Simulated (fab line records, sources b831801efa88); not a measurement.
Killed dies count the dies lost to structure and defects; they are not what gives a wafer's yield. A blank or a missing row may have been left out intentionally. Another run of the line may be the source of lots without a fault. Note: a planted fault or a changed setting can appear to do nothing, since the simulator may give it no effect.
What tool caused it? || flow sky130 || 18 wafers from 6 lots sampled at 2 of the route's 708 steps

== WHAT THE GAUGES SHOWED, per wafer ==
SKY_NWELL_TW_MEAS_15.
{"lot": "L396", "measured": "day 4 20:00", "on": "filmMetro-02", "NWELL_TW": "1823 1822 1828"}
{"lot": "L398", "measured": "day 5 04:29", "on": "filmMetro-02", "NWELL_TW": "1830 1824 1825"}
{"lot": "L402", "measured": "day 6 12:15", "on": "filmMetro-03", "NWELL_TW": "1827 1828 1829"}
{"lot": "L405", "measured": "day 7 02:25", "on": "filmMetro-02", "NWELL_TW": "1865 1855 1862"}
{"lot": "L413", "measured": "day 8 23:31", "on": "filmMetro-02", "NWELL_TW": "1837 1834 1821"}
{"lot": "L418", "measured": "day 10 03:48", "on": "filmMetro-02", "NWELL_TW": "1839 1834 1844"}

== TOOL THAT RAN EACH LOT (tool first, then ch and the chambers of the sampled wafers, then the start) ==
{"lot": "L396", "SKY_NWELL_IMPLANT_11": "implanter-02 ch 0, day 4 19:27"}
{"lot": "L398", "SKY_NWELL_IMPLANT_11": "implanter-03 ch 0, day 5 03:59"}
{"lot": "L402", "SKY_NWELL_IMPLANT_11": "implanter-02 ch 0, day 6 11:43"}
{"lot": "L405", "SKY_NWELL_IMPLANT_11": "implanter-03 ch 0, day 7 01:52"}
{"lot": "L413", "SKY_NWELL_IMPLANT_11": "implanter-02 ch 0, day 8 22:58"}
{"lot": "L418", "SKY_NWELL_IMPLANT_11": "implanter-01 ch 0, day 10 03:15"}
- SKY_NWELL_IMPLANT_11

== THE ANSWER, worked out from the rows above alone ==
Rule: usual is defined by the lots themselves. The widest of any qualifying gaps counts: lots, ordered by their means at a reading, are off when they make up no more than a third of the lots, leave a main group of 4 or more, and stand apart from it by 3 or more times the standard deviation of that group's means. A main group whose means are all the same, to the digits that the tables above print for the reading, isn't used. A lot without any number at a reading at which 4 lots or more have one is off too. Any other lot the step has rows for is counted as sound.
Off: at SKY_NWELL_TW_MEAS_15 (NWELL_TW), L405. Main group: mean 1830, sd 5.1.
If a tool, at a process step before that reading, ran all the lots that are off and no sound lot after the first of them, it fits. Those tools and the gauges at SKY_NWELL_TW_MEAS_15 are tried in the same way. One fits: implanter-03 at SKY_NWELL_IMPLANT_11. Its last sound lot is L398 (day 5 03:59), its first lot that is off L405 (day 7 01:52): a fault that began between those two fits.

== WHAT THE SIMULATOR HAD PUT IN ==
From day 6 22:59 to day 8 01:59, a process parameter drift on implanter-03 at SKY_NWELL_IMPLANT_11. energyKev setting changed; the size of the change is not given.
Lots struck among those shown: L405. The rule above reached the same finding.
